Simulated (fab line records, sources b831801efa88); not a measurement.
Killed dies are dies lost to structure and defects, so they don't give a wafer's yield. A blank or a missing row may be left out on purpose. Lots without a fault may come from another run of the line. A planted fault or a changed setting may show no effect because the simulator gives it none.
One fault seen from 2 desks | flow sky130 | each desk has only its own numbers; what lay behind them comes last

THE TOOL OWNER'S DESK: cvd_w-01
The tool's own readings at SKY_CONTACT_CVD_24 (deposits W, target thk 340 nm, time 102.12 s): means of the sampled wafers that have a number, for each lot that ran on this tool. A lot is out of limits, marked OUT, if its mean lies more than 4 standard deviations from the usual mean; the brackets give that distance.
Columns: A = heater_power_w at SKY_CONTACT_CVD_24, usual 895 W; B = susceptor_temp_C at SKY_CONTACT_CVD_24, usual 399.98 C
lot  | first seen here | A   | B
L573 | day 32 22:57    | 925 | 399.95
L574 | day 33 08:15    | 930 | 399.93
L578 | day 34 11:58    | 921 | 399.98
L586 | day 37 08:31    | 905 | 399.66
L587 | day 37 12:22    | 941 | 400.21
L589 | day 38 13:20    | 929 | 400.01
L591 | day 38 21:40    | 922 | 399.91
L592 | day 39 04:07    | 925 | 399.99
This desk's finding: nothing out of limits on any of the 8 lots.

THE METROLOGY DESK
What the gauges read, lot by lot, whatever tool the lot ran on: means of the sampled wafers that have a number. A lot is out of limits, marked OUT, if its mean lies more than 4 standard deviations from the usual mean; the brackets give that distance.
Columns: A = CONTACT_W_RS at SKY_CONTACT_RS_MEAS_25, usual 0.338 ohm/sq; B = CONTACT_W_THK at SKY_CONTACT_THK_MEAS_26, usual 336 nm
lot  | first seen here | A                | B
L573 | day 32 23:04    | 0.336            | 339
L574 | day 33 08:22    | 0.307 (-6.7) OUT | 362 (+5.3) OUT
L578 | day 34 12:06    | 0.300 (-8.2) OUT | 381 (+9.3) OUT
L583 | day 36 00:38    | 0.337            | 336
L584 | day 36 17:08    | 0.338            | 334
L586 | day 37 08:37    | 0.341            | 334
L587 | day 37 12:30    | 0.332            | 344
L589 | day 38 13:27    | 0.340            | 334
L591 | day 38 21:47    | 0.342            | 332
L592 | day 39 04:14    | 0.341            | 331
This desk's finding: out of limits on L574, L578; first on L574, day 33 08:22 (CONTACT_W_RS at SKY_CONTACT_RS_MEAS_25). In limits: L573, L583, L584, L586, L587, L589, L591, L592.

PUT TOGETHER
The metrology desk could have raised an alarm at day 33 08:22, on L574, L578.
The tool owner's desk saw nothing out of limits.
The tool owner's desk has L574, L578 on record, within its limits.
Of the lots named, all ran SKY_CONTACT_CVD_24 on cvd_w-01.

WHAT THE SIMULATOR HAD PUT IN
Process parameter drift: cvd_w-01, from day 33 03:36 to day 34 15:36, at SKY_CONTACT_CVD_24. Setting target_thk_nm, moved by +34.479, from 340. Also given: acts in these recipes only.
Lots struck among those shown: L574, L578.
Hours from the fault's start to each desk's first reading out of limits: the metrology desk, 5.
